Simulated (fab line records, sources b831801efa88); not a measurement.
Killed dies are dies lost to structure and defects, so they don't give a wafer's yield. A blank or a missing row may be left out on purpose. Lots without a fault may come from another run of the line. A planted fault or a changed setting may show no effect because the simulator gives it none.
Which tool did it? | flow sky130 | 6 lots, 17 wafers sampled, at 1 step of a route of 708

WHAT THE GAUGES READ, wafer by wafer
SKY_VT_ADJUST_NCORE_TW_MEAS_11.
lot  | measured     | on            | VT_ADJUST_NCORE_TW
L630 | day 8 20:12  | film_metro-04 | 216.1 216.8 215.5
L636 | day 10 18:37 | film_metro-04 | 218.1 217.6 218.5
L639 | day 11 10:05 | film_metro-02 | 216.3 217.9
L644 | day 12 21:44 | film_metro-04 | 218.1 218.0 218.3
L649 | day 14 10:58 | film_metro-04 | 217.1 216.9 216.8
L651 | day 14 23:23 | film_metro-04 | 215.4 216.6 216.9

WHICH TOOL RAN EACH LOT (tool, then ch and the chambers of the sampled wafers, then the start)
The record holds no process step before these readings.

THE ANSWER, worked out from the rows above alone
Rule: what is usual is taken from the lots themselves. Put in order of their means at a reading, lots are off if they are a third of the lots or fewer, leave a main group of 4 or more, and stand apart from it by a gap of 3 or more times the standard deviation of the main group's means; of several such gaps the widest counts. A main group whose means are all the same, to the digits that the tables above print for the reading, isn't used. A lot without any number at a reading at which 4 lots or more have one is off too. The other lots that the step has rows for count as sound.
No lot is off at any reading shown: from this, nothing can be told.

WHAT THE SIMULATOR HAD PUT IN
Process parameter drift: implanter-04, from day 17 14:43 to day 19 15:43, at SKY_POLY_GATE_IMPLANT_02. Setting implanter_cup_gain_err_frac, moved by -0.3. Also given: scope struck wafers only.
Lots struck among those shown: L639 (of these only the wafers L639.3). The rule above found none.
